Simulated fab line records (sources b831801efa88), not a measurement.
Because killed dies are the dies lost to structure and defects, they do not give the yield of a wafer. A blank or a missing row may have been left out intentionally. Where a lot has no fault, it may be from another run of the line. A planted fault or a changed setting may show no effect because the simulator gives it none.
fab line records -- flow sky130
record: lots: 13, wafers: 39, last-day: 50
route steps=708 shown CAP2M@605 VIA4@651 METAL5@678 PASSIVATION@681 PAD_OPEN@708
lots that met no fault: taken from a fault-free run of the same line
start-h: start of the lot's first displayed wafer, in hours after the record's first day -- wait-h: how many hours have passed since the lot's step before this one -- " as in the row above -- L1.1+2: a row that stands for several wafers -- - no value, or no start was given -- * or withheld: withheld -- < > ~ a bound
route shown NAME@n: a module of which the file shows steps, and the number in the route of the first -- usual: mean and standard deviation over wafers with no fault -- same: alike in all rows -- chamber/n: place in a boat -- sites: readings site by site -- _std_site: their standard deviation -- _edge_site: mean of outer sites minus mean of inner sites -- radius-mm: how far each site lies from the wafer's centre -- mask NAME#n: copy n -- behind: tool/chamber where the wafer was last shaped -- hold: what put the lot on hold/how long, in hours/how the hold closed -- device: transistor that didn't switch, given as n, p or np -- end of line: the route-end tests of the same wafers -- a step without rows: its recipe alone -- killed: dies that structure and defects cost at the first sort, which is not the same as the wafer's yield -- map: dies across one wafer; x = killed, . = not, _ = none there
set.NAME: setting as actually run; set.NAME@STEP: the setting as run at that earlier step -- model.NAME: the simulator's own value behind a step, which no gauge read
one table for each step of the route and one row for each wafer, over a sample of lots
services: a tool's chamber out of use, with start hour (start-h, from the record's first day; less than 0 if before it), hours out, and reason
== steps ==
step: SKY_CAP2M_SPUTTER_02
recipe: material: TiN, target-thk-nm: 200, temp-c: 300, power-w: 6500, time-s: 166.7, chamber-pressure-pa: 0.4
usual: throttle-valve-pct: 30.1/1.2
lot.wafer,tool,chamber,start-h,wait-h,throttle-valve-pct
L595.1,pvd-sputter-04,-,941.72,0.1,28.8
L595.2,pvd-sputter-04,-,941.72,0.1,28.4
L595.3,pvd-sputter-04,-,941.72,0.1,31.1
L596.3,pvd-sputter-02,-,961.80,0.0,28.8
L596.5,pvd-sputter-02,-,961.80,0.0,30.7
L596.6,pvd-sputter-02,-,961.80,0.0,30.8
L597.2,pvd-sputter-02,-,966.46,0.0,30.4
L597.3,pvd-sputter-02,-,966.46,0.0,30.9
L597.5,pvd-sputter-02,-,966.46,0.0,30.8
L599.2,pvd-sputter-03,-,980.93,0.0,31.5
L599.3,pvd-sputter-03,-,980.93,0.0,28.4
L599.4,pvd-sputter-03,-,980.93,0.0,29.8
L598.1,pvd-sputter-04,-,984.58,0.1,31.1
L598.3,pvd-sputter-04,-,984.58,0.1,28.6
L598.5,pvd-sputter-04,-,984.58,0.1,28.2
L601.3,pvd-sputter-03,-,994.67,0.0,31.6
L601.4,pvd-sputter-03,-,994.67,0.0,30.8
L601.5,pvd-sputter-03,-,994.67,0.0,30.0
L602.1,pvd-sputter-02,-,1016.06,0.1,28.4
L602.4,pvd-sputter-02,-,1016.06,0.1,30.4
L602.5,pvd-sputter-02,-,1016.06,0.1,28.8
L606.1,pvd-sputter-04,-,1020.62,0.1,28.2
L606.4,pvd-sputter-04,-,1020.62,0.1,28.8
L606.6,pvd-sputter-04,-,1020.62,0.1,28.4
L605.4,pvd-sputter-04,-,1022.45,0.0,31.4
L605.5,pvd-sputter-04,-,1022.45,0.0,28.7
L605.6,pvd-sputter-04,-,1022.45,0.0,31.3
L604.2,pvd-sputter-03,-,1022.62,0.0,31.8
L604.3,pvd-sputter-03,-,1022.62,0.0,31.0
L604.4,pvd-sputter-03,-,1022.62,0.0,29.9
L607.3,pvd-sputter-04,-,1024.70,0.0,28.2
L607.4,pvd-sputter-04,-,1024.70,0.0,31.2
L607.6,pvd-sputter-04,-,1024.70,0.0,31.6
L611.1,pvd-sputter-03,-,1047.91,0.1,29.9
L611.2,pvd-sputter-03,-,1047.91,0.1,28.7
L611.3,pvd-sputter-03,-,1047.91,0.1,30.8
L616.2,pvd-sputter-04,-,1081.47,0.0,31.6
L616.5,pvd-sputter-04,-,1081.47,0.0,31.6
L616.6,pvd-sputter-04,-,1081.47,0.0,28.3
step: SKY_VIA4_ETCH_12
recipe: target: SiO2, chemistry: C4F8/O2/Ar, stop-on: TiN, mask-material: NOVOLAK, source-w: 1500, bias-w: 1200, pressure-mtorr: 40, c4f8-flow-sccm: withheld, O2_flow_sccm: 6, Ar_flow_sccm: 300, time-s: withheld, target-depth-a: 5800
usual: oes-product-au: 0.926/0.005
lot.wafer,tool,chamber,start-h,wait-h,oes-product-au
L595.1,rie-diel-01,2,1014.86,0.0,0.922
L595.2,rie-diel-01,3,1014.86,0.0,0.924
L595.3,rie-diel-01,0,1014.86,0.0,0.921
L596.3,rie-diel-01,2,1033.47,0.0,0.923
L596.5,rie-diel-01,0,1033.47,0.0,0.932
L596.6,rie-diel-01,3,1033.47,0.0,0.923
L597.2,rie-diel-02,0,1036.76,0.0,0.924
L597.3,rie-diel-02,1,1036.76,0.0,0.922
L597.5,rie-diel-02,0,1036.76,0.0,0.920
L599.2,rie-diel-01,2,1050.25,0.0,0.920
L599.3,rie-diel-01,1,1050.25,0.0,0.921
L599.4,rie-diel-01,3,1050.25,0.0,0.934
L598.1,rie-diel-04,0,1056.00,0.0,0.933
L598.3,rie-diel-04,2,1056.00,0.0,0.925
L598.5,rie-diel-04,0,1056.00,0.0,0.924
L601.3,rie-diel-01,1,1063.91,0.0,0.923
L601.4,rie-diel-01,3,1063.91,0.0,0.934
L601.5,rie-diel-01,1,1063.91,0.0,0.922
L602.1,rie-diel-01,1,1083.20,0.0,0.914
L602.4,rie-diel-01,2,1083.20,0.0,0.924
L602.5,rie-diel-01,2,1083.20,0.0,0.917
L606.1,rie-diel-04,3,1088.16,0.0,0.922
L606.4,rie-diel-04,1,1088.16,0.0,0.913
L606.6,rie-diel-04,0,1088.16,0.0,0.929
L605.4,rie-diel-04,1,1090.00,0.0,0.925
L605.5,rie-diel-04,0,1090.00,0.0,0.931
L605.6,rie-diel-04,1,1090.00,0.0,0.930
L604.2,rie-diel-01,0,1090.46,0.0,0.919
L604.3,rie-diel-01,1,1090.46,0.0,0.930
L604.4,rie-diel-01,2,1090.46,0.0,0.924
L607.3,rie-diel-02,2,1092.40,0.0,0.924
L607.4,rie-diel-02,1,1092.40,0.0,0.921
L607.6,rie-diel-02,3,1092.40,0.0,0.930
L611.1,rie-diel-04,1,1113.32,0.0,0.929
L611.2,rie-diel-04,2,1113.32,0.0,0.926
L611.3,rie-diel-04,3,1113.32,0.0,0.922
L616.2,rie-diel-02,2,1143.22,0.0,0.923
L616.5,rie-diel-02,0,1143.22,0.0,0.929
L616.6,rie-diel-02,1,1143.22,0.0,0.923
step: SKY_METAL5_STRIP_17
recipe: chemistry: post-etch-residue-remover, time-s: 1200, temp-c: 72.5
lot.wafer,tool,chamber,start-h,wait-h
L595.1+2+3,wet-bench-03,1,1038.96,0.2
L596.3+5+6,wet-bench-01,2,1057.67,0.0
L597.2+3+5,wet-bench-01,3,1060.05,0.1
L599.2+3+4,wet-bench-01,0,1073.70,0.1
L598.1+3+5,wet-bench-01,3,1078.28,0.1
L601.3+4+5,wet-bench-01,2,1086.28,0.0
L602.1+4+5,wet-bench-02,0,1105.72,0.1
L606.1+4+6,wet-bench-01,2,1110.47,0.1
L605.4+5+6,wet-bench-01,2,1111.58,0.0
L604.2+3+4,wet-bench-03,0,1112.50,0.1
L607.3+4+6,wet-bench-01,1,1113.77,0.1
L611.1+2+3,wet-bench-01,2,1135.38,0.1
L616.2+5+6,wet-bench-03,1,1162.92,0.1
step: SKY_PASSIVATION_CVD_00
recipe: material: SiO2, target-thk-nm: 90, temp-c: 400, time-s: withheld, rf-w: 600
usual: heater-power-w: 681/130
lot.wafer,tool,chamber,start-h,wait-h,heater-power-w
L595.1,pecvd-03,0,1039.45,0.0,530
L595.2,pecvd-03,1,1039.45,0.0,748
L595.3,pecvd-03,2,1039.45,0.0,762
L596.3,pecvd-03,0,1058.16,0.0,597
L596.5,pecvd-03,1,1058.16,0.0,782
L596.6,pecvd-03,2,1058.16,0.0,740
L597.2,pecvd-03,2,1060.54,0.0,676
L597.3,pecvd-03,0,1060.54,0.0,479
L597.5,pecvd-03,1,1060.54,0.0,688
L599.2,pecvd-01,0,1074.68,0.0,1064
L599.3,pecvd-01,2,1074.68,0.0,618
L599.4,pecvd-01,2,1074.68,0.0,657
L598.1,pecvd-01,2,1079.12,0.0,669
L598.3,pecvd-01,0,1079.12,0.0,913
L598.5,pecvd-01,1,1079.12,0.0,732
L601.3,pecvd-01,0,1087.11,0.0,1087
L601.4,pecvd-01,0,1087.11,0.0,1048
L601.5,pecvd-01,2,1087.11,0.0,723
L602.1,pecvd-02,2,1106.25,0.0,510
L602.4,pecvd-02,2,1106.25,0.0,535
L602.5,pecvd-02,1,1106.25,0.0,654
L606.1,pecvd-02,2,1110.97,0.0,601
L606.4,pecvd-02,1,1110.97,0.0,590
L606.6,pecvd-02,0,1110.97,0.0,552
L605.4,pecvd-01,0,1112.09,0.0,1013
L605.5,pecvd-01,2,1112.09,0.0,679
L605.6,pecvd-01,1,1112.09,0.0,634
L604.2,pecvd-03,0,1113.03,0.0,603
L604.3,pecvd-03,1,1113.03,0.0,709
L604.4,pecvd-03,2,1113.03,0.0,777
L607.3,pecvd-03,1,1114.37,0.0,619
L607.4,pecvd-03,0,1114.37,0.0,526
L607.6,pecvd-03,1,1114.37,0.0,651
L611.1,pecvd-03,1,1135.89,0.0,720
L611.2,pecvd-03,2,1135.89,0.0,646
L611.3,pecvd-03,0,1135.89,0.0,592
L616.2,pecvd-02,1,1163.41,0.0,648
L616.5,pecvd-02,1,1163.41,0.0,642
L616.6,pecvd-02,0,1163.41,0.0,696
step: SKY_PAD_OPEN_PROBE_99
usual: defect-limited-yield: 82.3/2, killed_at_M0_to_M3: 44/7.5, killed_at_M4_up: 2.9/1.8, killed-at-contacts: 24/5.1, killed-at-front-end: 16/4.7, killed-at-other: 0.3/0.46, killed-dies: 87/9.9, killed-open: 47/8, killed-short: 39/6.3, sort_bin_3_pad_short: 0.8/0.43, sort_bin_5_function: 10.6/1.6, sort_bin_6_memory: 6.3/1.1, sort-n-pass: 405/9.9, sort-yield-pct: 82.3/2
same: gross-dies: 492, killed-at-back-side: 0, sort_bin_4_leakage[%]: 0, sort_bin_8_speed[%]: 0
lot.wafer,tool,chamber,start-h,wait-h,defect-limited-yield[%],killed_at_M0_to_M3,killed_at_M4_up,killed-at-contacts,killed-at-front-end,killed-at-other,killed-dies,killed-open,killed-short,sort_bin_3_pad_short[%],sort_bin_5_function[%],sort_bin_6_memory[%],sort-n-pass,sort-yield-pct[%]
L604.2,prober-02,-,1154.25,0.1,83.3,42,1,22,17,0,82,47,35,0.6,9.8,6.3,410,83.3
L604.3,prober-02,-,1154.30,0.2,81.5,45,2,24,20,0,91,62,29,0.8,11.0,6.7,401,81.5
L604.4,prober-02,-,1154.35,0.2,84.6,33,2,24,16,1,76,41,35,1.0,10.4,4.1,416,84.6
L607.3,prober-01,-,1156.10,0.2,77.4,40,27,20,23,1,111,51,34,2.4,14.6,5.5,381,77.4
L607.4,prober-01,-,1156.15,0.2,81.7,39,24,16,11,0,90,33,35,1.8,10.4,6.1,402,81.7
L607.6,prober-01,-,1156.25,0.2,75.4,53,31,18,19,0,121,50,43,2.6,13.6,8.3,371,75.4
L611.1,prober-01,-,1174.47,0.1,74.6,30,56,22,17,0,125,32,40,2.8,15.0,7.5,367,74.6
L611.2,prober-01,-,1174.52,0.1,73.0,46,53,20,14,0,133,52,30,3.7,17.9,5.5,359,73.0
L611.3,prober-01,-,1174.57,0.2,72.2,42,45,29,20,1,137,55,39,3.7,16.1,8.1,355,72.2
killed by level:class
L604.2 VIA1:geometric-particle:open=11 VIA3:geometric-particle:open=11 LI_CONTACT:geometric-particle:open=8 CONTACT:geometric-particle:short=8 FIELD_ISO:geometric-particle:open=6 METAL1:geometric-particle:short=5 METAL2:geometric-particle:short=5 FIELD_ISO:geometric-particle:short=4
L604.3 VIA3:geometric-particle:open=15 CONTACT:geometric-particle:open=13 FIELD_ISO:geometric-particle:open=9 VIA2:geometric-particle:open=8 VIA1:geometric-particle:open=7 VIA1:geometric-particle:short=5 FIELD_ISO:geometric-particle:short=4 LOCAL_INTERCONNECT:geometric-particle:short=4
L604.4 VIA3:geometric-particle:open=8 FIELD_ISO:geometric-particle:open=6 LI_CONTACT:geometric-particle:open=6 LOCAL_INTERCONNECT:geometric-particle:short=6 METAL1:geometric-particle:short=6 CONTACT:geometric-particle:open=5 METAL2:geometric-particle:short=5 VIA2:geometric-particle:open=5
L607.3 METAL5:unspecified=25 VIA1:geometric-particle:open=10 FIELD_ISO:geometric-particle:short=8 LI_CONTACT:geometric-particle:open=8 VIA3:geometric-particle:open=7 FIELD_ISO:geometric-particle:open=5 VIA2:geometric-particle:open=5 CONTACT:geometric-particle:open=5
L607.4 METAL5:unspecified=22 METAL2:geometric-particle:short=10 CONTACT:geometric-particle:open=8 FIELD_ISO:geometric-particle:open=7 VIA2:geometric-particle:open=5 VIA1:geometric-particle:open=4 VIA2:geometric-particle:short=4 FIELD_ISO:geometric-particle:short=3
L607.6 METAL5:unspecified=26 VIA1:geometric-particle:open=14 METAL2:geometric-particle:short=10 CONTACT:geometric-particle:open=8 FIELD_ISO:geometric-particle:short=6 FIELD_ISO:geometric-particle:open=6 METAL1:geometric-particle:short=6 LI_CONTACT:geometric-particle:open=6
L611.1 METAL5:unspecified=53 CONTACT:geometric-particle:open=7 POLY_GATE:geometric-particle:short=6 LI_CONTACT:geometric-particle:open=6 VIA2:geometric-particle:short=6 VIA1:geometric-particle:open=5 FIELD_ISO:geometric-particle:open=4 CONTACT:geometric-particle:short=4
L611.2 METAL5:unspecified=51 VIA1:geometric-particle:open=15 CONTACT:geometric-particle:open=10 METAL1:geometric-particle:short=7 VIA2:geometric-particle:open=5 VIA3:geometric-particle:open=5 FIELD_ISO:geometric-particle:short=4 POLY_GATE:geometric-particle:open=4
L611.3 METAL5:unspecified=43 VIA1:geometric-particle:open=16 CONTACT:geometric-particle:open=13 LI_CONTACT:geometric-particle:open=7 POLY_GATE:geometric-particle:open=6 CONTACT:geometric-particle:short=6 METAL2:geometric-particle:short=6 VIA3:geometric-particle:open=6
== services ==
tool,chamber,start-h,hours,kind
pvd-sputter-03,-,919.19,7.1,repair
pecvd-03,-,923.83,0.5,repair
rie-diel-04,3,926.03,1.3,repair
rie-diel-04,-,939.02,0.7,repair
pvd-sputter-03,-,941.96,1.0,repair
pvd-sputter-03,-,945.83,4.2,repair
rie-diel-04,3,972.65,1.2,repair
pecvd-01,-,973.58,1.4,repair
rie-diel-04,1,976.89,3.0,repair
wet-bench-03,-,978.81,1.0,repair
pecvd-03,1,987.02,4.5,repair
pecvd-02,2,988.36,6.4,repair
pvd-sputter-03,-,999.96,16.8,repair
pecvd-01,-,1030.56,2.0,repair
pecvd-03,-,1052.90,0.5,repair
pecvd-01,1,1081.79,3.8,repair
wet-bench-01,-,1084.08,0.9,repair
pecvd-01,-,1131.83,6.0,pm
pvd-sputter-04,-,1134.25,5.6,repair
pecvd-03,0,1150.69,5.1,repair
rie-diel-04,2,1154.27,7.8,repair
rie-diel-01,-,1158.54,10.0,pm
pvd-sputter-04,-,1162.26,1.0,repair
rie-diel-04,1,1163.32,3.1,repair
== key ==
first-sign: step: SKY_PAD_OPEN_PROBE_99, reading: killed_at_M4_up, direction: up, sigmas: 21, usual: 2.9, struck: 39.3
effect: step: SKY_PAD_OPEN_PROBE_99, reading: sort_bin_3_pad_short, direction: up, sigmas: 4.7, usual: 0.8, struck: 2.8, wafers-moved: 5
met-at SKY_METAL5_STRIP_17
struck-lots L607,L611
not-acting-at SKY_CAP2M_SPUTTER_02,SKY_VIA4_ETCH_12,SKY_PASSIVATION_CVD_00
onset-between 1111.58 1113.77
fault: kind: chamber-particle-source, tool: wet-bench-01, chamber: -, onset-h: 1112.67, steps: SKY_METAL5_STRIP_17, rate-per-visit-cm2: 0.79122, end-h: 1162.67
